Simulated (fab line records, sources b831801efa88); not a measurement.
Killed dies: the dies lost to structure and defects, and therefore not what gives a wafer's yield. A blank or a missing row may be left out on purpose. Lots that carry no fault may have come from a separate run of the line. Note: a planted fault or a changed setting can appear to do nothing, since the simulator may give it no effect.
Comparing a struck lot with a sound one :: flow sky130 :: 26 out of 708 route steps
Sound: these wafers, L343.1, L343.2, L343.3. Struck: wafer L356.1. (L356.6 of the same lot was not struck and is left out.) The cause comes at the end.
Each step with rows lists, per side, the tool, then ch with its chambers, then its first start. Under that, the readings that differ: sound wafers :: struck wafers :: difference of the means :: sigmas: that difference in standard deviations of wafers without a fault.
alike: readings with means less than 2 such deviations apart, plus words and numbers identical on both sides. not compared: withheld readings, readings lacking a value on some wafer, bounds such as >300 that could conceal the same value, and numbers that have no deviation in the record and whose values overlap.
A row with sigmas, a row that says differs or no value, or rows on one side alone: a step with any of these is where the two part. When numbers do not overlap yet have no deviation, they are printed without sigmas and do not part them. A reading missing from all wafers of one side parts the sides only when that side holds two or more wafers.

first, 8 steps without rows for these wafers: SKY_FIELD_ISO_DEHYDRATE_05 (time 60 s); SKY_FIELD_ISO_HMDS_06 (prime time 60 s); SKY_FIELD_ISO_COAT_07 (resist thk 60 nm); SKY_FIELD_ISO_COAT_08 (resist thk 450 nm); SKY_FIELD_ISO_SOFTBAKE_09 (time 90 s); SKY_FIELD_ISO_EXPOSE_10 (exposes mask FOM, target cd 150 nm); SKY_FIELD_ISO_PEB_11; SKY_FIELD_ISO_DEVELOP_12 (develop time 60 s).
SKY_FIELD_ISO_CD_MEAS_13: target cd 150 nm.
  sound: cd_sem-02 at day 3 16:30; struck: cd_sem-02 at day 6 12:29
reading: cd_nm (nm)
sound: 145.6 145.5 146.0
struck: 151.2
difference: +5.5
sigmas: +3
SKY_FIELD_ISO_ETCH_14: etches BARC in N2/H2, stops on SiO2, time 45.9 s, target depth 60 nm.
  sound on rie_diel-03 ch 0,1,2, day 3 16:37; struck on rie_diel-03 ch 2, day 6 12:36
  alike: drypump_motor_current_A, oes_product_au, throttle_valve_pct
  not compared: rf_hours_counter_h
SKY_FIELD_ISO_ETCH_15: etches the open film in CHF3/O2, stops on Si, target depth 180 nm, time 72 s.
  sound on rie_diel-03 ch 0,1,2, day 3 16:40; struck on rie_diel-03 ch 2, day 6 12:39
  alike: drypump_motor_current_A, oes_product_au, throttle_valve_pct
  not compared: rf_hours_counter_h
SKY_FIELD_ISO_STRIP_16: strips in O2/N2.
  sound on plasma_asher-04 ch 0,1, day 3 16:43; struck on plasma_asher-04 ch 1, day 6 12:42
  alike: drypump_motor_current_A, oes_product_au, strip_time_to_endpoint_s
  not compared: rf_hours_counter_h
SKY_FIELD_ISO_ETCH_17: etches Si in HBr/Cl2/O2, target depth 342 nm, time 97.7 s.
  sound on rie_si-01 ch 0,2,3, day 3 16:49; struck on rie_si-01 ch 0, day 6 12:48
reading: oes_product_au (a.u.)
sound: 1.009 1.009 0.998
struck: 0.817
difference: -0.188
sigmas: -25

reading: rf_hours_counter_h (h)
sound: 3 84 49
struck: 85
difference: +40
sigmas: 

reading: throttle_valve_pct (%)
sound: 25.670 25.638 25.656
struck: 25.787
difference: +0.132
sigmas: +12

reading: model.etch.depth_nm (nm)
sound: 341.5 344.7 340.6
struck: 246
difference: -96
sigmas: 

reading: model.FIELD_ISO.feature_depth_nm (nm)
sound: 341.5 344.7 340.6
struck: 246
difference: -96
sigmas: 

reading: model.Si3N4_of_FIELD_ISO_CVD_03.thk_nm (nm)
sound: 148.7 150.3 149.2
struck: 153.8
difference: +4.4
sigmas: 
  alike: drypump_motor_current_A
then, 5 steps without rows for these wafers: SKY_FIELD_ISO_WET_ETCH_18 (etches Si3N4 in H3PO4, target depth 25 nm, time 286 s); SKY_FIELD_ISO_CLEAN_19 (cleans in SC1/SC2, time 150 s); SKY_FIELD_ISO_CLEAN_20 (cleans in dHF, time 20 s); SKY_FIELD_ISO_WET_ETCH_21 (etches SiO2 in dHF, target depth 20 nm, time 400 s); SKY_FIELD_ISO_OXIDATION_22 (stabilise 600 s, purge 300 s, target thk 10 nm).
SKY_FIELD_ISO_THK_MEAS_23:
  sound: film_metro-03 at day 3 19:43; struck: film_metro-01 at day 6 16:25
  alike: FIELD_ISO_OXIDATION_01_THK
then, 1 step without rows for these wafers: SKY_FIELD_ISO_CVD_24 (deposits SiO2, target thk 595 nm, time 99.2 s).
SKY_FIELD_ISO_THK_MEAS_25:
  sound: film_metro-02 at day 3 19:56; struck: film_metro-03 at day 6 16:32
  alike: FIELD_ISO_CVD_24_THK
then, 1 step without rows for these wafers: SKY_FIELD_ISO_ANNEAL_26 (time 1800 s).
SKY_FIELD_ISO_CMP_27: polishes, stops on Si3N4, t overpolish 16 s, target thk 457.8 nm.
  sound on cmp-02 ch 0,1,3, day 3 23:52; struck on cmp-02 ch 1, day 6 19:34
  alike: motor_current_A, overpolish_run_s, slurry_flow_ml_min, time_to_endpoint_s
SKY_FIELD_ISO_WET_ETCH_28: etches SiO2 in dHF, target depth 23.7 nm, time 47 s.
  sound on wet_bench-03 ch 0, day 4 00:07; struck on wet_bench-01 ch 3, day 6 19:43
reading: model.Si3N4_of_FIELD_ISO_CVD_03.thk_nm (nm)
sound: 117.7 119.3 118.1
struck: 123
difference: +5
sigmas: 
then, 1 step without rows for these wafers: SKY_FIELD_ISO_WET_ETCH_29 (etches Si3N4 in H3PO4, target depth 160 nm, time 1825 s).
-- record jumps: 44 days separate the struck wafers' starts on either side; left off in module FIELD_ISO, taken up again in module PAD_OPEN, whose first shown step is the route's number 708 --
SKY_PAD_OPEN_PROBE_99:
  sound: prober-02 at day 47 23:53; struck: prober-01 at day 50 16:05
reading: model.etest.res_p_drift_20v.line_ohm_um
sound: 1.166e+04 1.2e+04 1.171e+04
struck: 8110
difference: -3680
sigmas: 

reading: model.etest.pfet_16v.r_on_ohm_um
sound: 1.49e+04 1.52e+04 1.49e+04
struck: 1.264e+04
difference: -2.360e+03
sigmas: 

reading: model.etest.res_p_drift_20v.rs_ohm_sq
sound: 9746 1.011e+04 9799
struck: 6762
difference: -3123
sigmas: 

reading: model.etest.res_iso_pwell.rs_ohm_sq
sound: 2901 2983 2914
struck: 2078
difference: -855
sigmas: 

reading: model.etest.res_iso_pwell.line_ohm_um
sound: 1101 1126 1089
struck: 772.1
difference: -333.2
sigmas: 

reading: model.etest.res_nwell.line_ohm_um
sound: 1084 1107 1099
struck: 917.2
difference: -179.5
sigmas: 

reading: model.etest.res_nwell.rs_ohm_sq
sound: 910.9 912.5 910.1
struck: 752.1
difference: -159.1
sigmas: 

reading: model.etest.cap_poly_to_well.c_af_um2
sound: 93.73 90.91 91.37
struck: 121.1
difference: +29.1
sigmas: 
  alike: killed_at_M0_to_M3, killed_at_M4_up, killed_at_contacts, killed_at_front_end, killed_at_other, killed_dies, killed_open, killed_short

WHERE THEY PART
Last at SKY_FIELD_ISO_ETCH_17 as far as this record goes, first at SKY_FIELD_ISO_CD_MEAS_13. Later steps at which nothing parts them and some readings are alike: SKY_FIELD_ISO_THK_MEAS_23, SKY_FIELD_ISO_THK_MEAS_25, SKY_FIELD_ISO_CMP_27, SKY_PAD_OPEN_PROBE_99.

WHY: what had been put in by the simulator
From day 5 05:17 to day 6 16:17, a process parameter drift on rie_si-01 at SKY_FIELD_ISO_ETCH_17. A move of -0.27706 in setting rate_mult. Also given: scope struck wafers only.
